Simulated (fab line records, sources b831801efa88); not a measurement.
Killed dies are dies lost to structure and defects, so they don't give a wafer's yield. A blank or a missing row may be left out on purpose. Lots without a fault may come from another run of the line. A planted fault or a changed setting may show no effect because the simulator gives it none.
Problem report in the 8D (eight disciplines) form, filled by code | flow sfq_line | the parts of the form that need people (team, actions taken, sign-off) are left out

1. THE PROBLEM
rf_fwd_power_W at SFQ_TRILAYER_I3_DEP_PECVD_081 reads a mean of 255.9 W on 6 wafers of 2 lots; wafers without a fault read 182.3 W with a standard deviation of 0.6. That is +99 or more standard deviations from the usual mean.
The step: deposits SiO2 from SiH4/N2O, time 111.11 s, target thk 500 nm.
First seen on wafer L176.1, day 39 01:50, on pecvd-03. The record holds 42 wafers of 14 lots with a number at this step. Rule for "out", or "out of limits": more than 4 standard deviations from the usual mean. The other wafers with a number count as sound.

2. WHAT IT IS AND WHAT IT IS NOT
question                    | is                     | is not
which readings at this step | rf_fwd_power_W         | chamber_pressure_Torr, throttle_valve_pct
which lots                  | L176, L179             | L161, L162, L163, L165, L166, L167, L168, L169, L170, L171, L180, L181
which wafers of those lots  | all that have a number | -
read on which tools         | pecvd-03               | pecvd-02, pecvd-04
when                        | from day 39 01:50      | up to then (30 sound wafers); but 6 sound wafers of L180, L181 came after

3. SUSPECTS, AND WHAT RULES EACH OUT
Counting: a tool at a process step up to the reading stays a suspect if it ran every lot that is out and no sound lot after the first of them.
- pecvd-03 at SFQ_TRILAYER_I3_DEP_PECVD_081 (deposits SiO2 from SiH4/N2O, time 111.11 s, target thk 500 nm): kept. It ran every lot that is out, first L176 (day 39 01:50), and no sound lot after that; its last sound lot up to then is L171 (day 38 12:38). Its own readings are out on those wafers: rf_fwd_power_W.
Left after counting: pecvd-03 at SFQ_TRILAYER_I3_DEP_PECVD_081.

4. THE CAUSE (what the simulator had put in)
Process parameter drift: pecvd-03, from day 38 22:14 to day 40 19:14, at SFQ_TRILAYER_I3_DEP_PECVD_081. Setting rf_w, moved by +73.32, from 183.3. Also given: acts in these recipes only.
Counting left only this tool.

5. THE CHAIN OF EFFECTS, in route order
Each row: a reading whose mean over the struck wafers that have a number lies more than 3 standard deviations from the usual. Only readings for which the record gives a usual standard deviation are gone through. hours: the time from each lot's start at the first step in this table that gives one to its start at this step, as a median over the lots. sigmas: the change in usual standard deviations.
hours | step                          | reading            | usual   | on struck wafers | change | sigmas
0     | SFQ_TRILAYER_I3_DEP_PECVD_081 | rf_fwd_power_W     | 182.3 W | 255.9            | +73.6  | +99 or more
0     | SFQ_TRILAYER_I3_CMP_CMP_082   | time_to_endpoint_s | 213 s   | 246              | +33    | +4.5
The process steps in it:
- SFQ_TRILAYER_I3_DEP_PECVD_081: deposits SiO2 from SiH4/N2O, time 111.11 s, target thk 500 nm.
- SFQ_TRILAYER_I3_CMP_CMP_082: polishes SiO2.

6. WHAT WOULD HAVE CAUGHT IT SOONER
In this record the first reading out of limits was taken at day 39 01:50, 4 hours after the fault began at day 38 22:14.
